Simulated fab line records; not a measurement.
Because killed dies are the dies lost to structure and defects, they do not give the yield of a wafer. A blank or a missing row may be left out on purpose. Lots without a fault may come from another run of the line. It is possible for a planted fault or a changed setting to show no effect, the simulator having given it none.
Comparing a struck lot with a sound one -- flow sky130 -- 15 steps out of a route of 708
Sound: wafers L245.1, L245.3, L245.4. Wafers struck: L256.1, L256.2, L256.6. At the end, the cause is stated.
For every step that has rows: the tool of each side, followed by ch and its chambers, followed by its first start. Under that, the readings that differ: sound wafers -- struck wafers -- difference of the means -- sigmas: that difference in standard deviations of wafers without a fault.
alike: a reading whose means differ by less than 2 such deviations, as well as words and numbers matching on both sides. not compared: withheld readings; readings where some wafer has no value; bounds like >300 that might hide an equal value; numbers whose values overlap and for which the record gives no deviation.
A row with sigmas, a row that says differs or no value, or rows on one side alone: a step with any of these is where the two part. Numbers that don't overlap but have no deviation are shown without sigmas and don't part them. A reading missing from all wafers of one side parts the sides only when that side holds two or more wafers.

first, 3 steps without rows for these wafers: SKY_VIA2_STRIP_17 (strips in post etch residue remover, time 1200 s); SKY_VIA2_CLEAN_18 (cleans in IPA, time 180 s); SKY_VIA2_CLEAN_19 (cleans in O3/DIW).
SKY_VIA2_SPUTTER_20: material TiN, target thk 20 nm, time 80 s.
  struck on pvd_sputter-04, day 40 23:35; sound on pvd_sputter-04, day 37 19:37
  alike: cathode_dc_power_W, throttle_valve_pct
then, 1 step without rows for these wafers: SKY_VIA2_CVD_21 (deposits W, target thk 420 nm, time 126.4 s).
SKY_VIA2_RS_MEAS_22: a four-point-probe measurement.
  struck on film_metro-02, day 40 23:46; sound on film_metro-04, day 37 19:48
  alike: VIA2_W_RS
SKY_VIA2_THK_MEAS_23: measures by xrf.
  struck on film_metro-02, day 40 23:53; sound on film_metro-04, day 37 19:55
  alike: VIA2_W_THK
SKY_VIA2_CMP_24: polishes, stops on SiO2, t overpolish 20 s, target thk 0 nm.
  sound on cmp-02 ch 0,1,3, day 37 19:59; struck on cmp-01 ch 1,2,3, day 40 23:57
  alike: motor_current_A, overpolish_run_s, time_to_endpoint_s
SKY_METAL3_SPUTTER_00: material Ti, target thk 15 nm, time 10 s.
  struck on pvd_sputter-02, day 41 00:15; sound on pvd_sputter-01, day 37 20:17
  alike: cathode_dc_power_W, throttle_valve_pct
then, 2 steps without rows for these wafers: SKY_METAL3_SPUTTER_01 (material TiN, target thk 20 nm, time 16.7 s); SKY_METAL3_SPUTTER_02 (material AlCu, target thk 735 nm, time 39.1 s).
SKY_METAL3_SPUTTER_03: material Ti, target thk 5 nm, time 3.3 s.
  struck on pvd_sputter-02, day 41 00:20; sound on pvd_sputter-01, day 37 20:22
reading,sound,struck,difference,sigmas
throttle_valve_pct (%),27.8 29.8 30.2,31.2 30.6 30.4,+1.5,+2
  alike: cathode_dc_power_W
SKY_METAL3_SPUTTER_04: material TiN, target thk 70 nm, time 58.3 s.
  struck on pvd_sputter-02, day 41 00:22; sound on pvd_sputter-01, day 37 20:23
reading,sound,struck,difference,sigmas
cathode_dc_power_W (W),6499.9 6501.1 6499.3,5261.5 5261.6 5263.0,-1238.1,-99 or more
throttle_valve_pct (%),27.9 29.8 30.3,31.2 30.4 30.5,+1.4,+2
model.TiN_of_METAL3_SPUTTER_04.thk_nm (nm),70.29 70.52 70.64,56.54 57.15 56.69,-13.69,
SKY_CAPM_CVD_00: deposits SiO2, target thk 15.5 nm.
  sound on pecvd-01 ch 0,2, day 37 20:26; struck on pecvd-01 ch 1,2, day 41 00:25
  alike: heater_power_w
then, 1 step without rows for these wafers: SKY_PAD_OPEN_PROBE_99.

WHERE THEY PART
First at SKY_METAL3_SPUTTER_03; last, within this record, at SKY_METAL3_SPUTTER_04. Later steps at which nothing parts them and some readings are alike: SKY_CAPM_CVD_00.

WHY: whatever the simulator had introduced
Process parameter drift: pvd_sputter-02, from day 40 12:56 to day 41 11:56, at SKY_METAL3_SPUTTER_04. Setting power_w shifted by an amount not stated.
